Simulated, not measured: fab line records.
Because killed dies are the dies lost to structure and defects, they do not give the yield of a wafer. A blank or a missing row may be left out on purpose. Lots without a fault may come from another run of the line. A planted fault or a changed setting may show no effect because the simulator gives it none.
Code-filled problem report in 8D (eight disciplines) form    flow sfqLine    the parts of the form that need people (team, actions taken, sign-off) are left out

== 1. WHAT IS WRONG ==
Wafers without a fault read 0.843 a.u., standard deviation 0.007; oesProductAu at SFQ_TRILAYER_L0_VIA_ETCH_VIA_ETCH_016 reads a mean of 0.803 a.u. on 6 wafers belonging to 2 lots. Measured from the usual mean, that is -5.6 standard deviations.
The step: etches SiO2 in CHF3, stops on MoNx KI, target depth 80 nm.
Earliest sighting: wafer L447.1 on rieDiel-02 at day 6 08:59. Wafers with a number at this step in the record: 42, from 14 lots. By rule, "out" or "out of limits" means more than 4 standard deviations away from the usual mean. Any other wafer with a number is counted as sound.

== 2. WHAT IT IS, WHAT IT ISN'T ==
question                     is                      is not
which readings at this step  oesProductAu            drypumpMotorCurrentA
which lots                   L447, L449              L437, L439, L440, L441, L444, L448, L451, L452, L453, L455, L456, L457
which wafers of those lots   all that have a number  -
read on which tools          rieDiel-02              rieDiel-03, rieDiel-04
when                         from day 6 08:59        up to then (15 sound wafers); but 21 sound wafers of L448, L451, L452, L453, L455, L456, L457 came after

== 3. THE SUSPECTS, EACH WITH WHAT RULES IT OUT ==
Counting: a tool at any process step up to the reading remains a suspect when it ran all the lots that are out and ran no sound lot after the first of those.
- pecvd-04 at SFQ_TRILAYER_L0_CAP_PECVD_011 (deposits SiO2 from SiH4/N2O, time 13.333 s, target thk 60 nm): kept. It processed each lot that is out, first L447 at day 4 21:25, and no sound lot thereafter; up to then, the last sound lot it processed was L440 at day 3 21:52.
- rieDiel-02 at SFQ_TRILAYER_L0_VIA_ETCH_VIA_ETCH_016 (etches SiO2 in CHF3, stops on MoNx KI, target depth 80 nm): ruled out as a lasting fault. Sound lots L448, L451, L457 ran on it after its first lot that is out, L447 (day 6 08:59).
After counting, what remains is pecvd-04 at SFQ_TRILAYER_L0_CAP_PECVD_011.

== 4. THE CAUSE (what the simulator had put in) ==
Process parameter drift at SFQ_TRILAYER_L0_CAP_PECVD_011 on pecvd-04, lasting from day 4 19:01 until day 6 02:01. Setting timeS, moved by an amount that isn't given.
Only this tool survived the counting.

== 5. SEQUENCE OF EFFECTS, ordered by route ==
Each row: a reading where the mean over the struck wafers with a number is more than 3 standard deviations away from the usual. Only readings for which the record gives a usual standard deviation are gone through. hours: the time from each lot's start at the first step in this table that gives one to its start at this step, as a median over the lots. sigmas: the change in usual standard deviations.
hours  step                                   reading       usual       on struck wafers  change  sigmas
0      SFQ_TRILAYER_L0_VIA_ETCH_VIA_ETCH_016  oesProductAu  0.843 a.u.  0.803             -0.039  -5.6
Its process steps:
- SFQ_TRILAYER_L0_VIA_ETCH_VIA_ETCH_016: etches SiO2 in CHF3, stops on MoNx KI, target depth 80 nm.

== 6. WHAT WOULD HAVE CAUGHT IT SOONER ==
38 hours passed between the start of the fault at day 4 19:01 and the first reading out of limits in this record, taken at day 6 08:59.
Of the tool readings at SFQ_TRILAYER_L0_CAP_PECVD_011 for which the record gives a usual standard deviation, none was out on any struck wafer, so an alarm limit of 4 standard deviations on them would not have fired.
By day 6 08:59 the whole set of lots that are out, 2 in number, had already begun SFQ_TRILAYER_L0_CAP_PECVD_011 on pecvd-04. A hold on the tool at that time would have spared none of them.
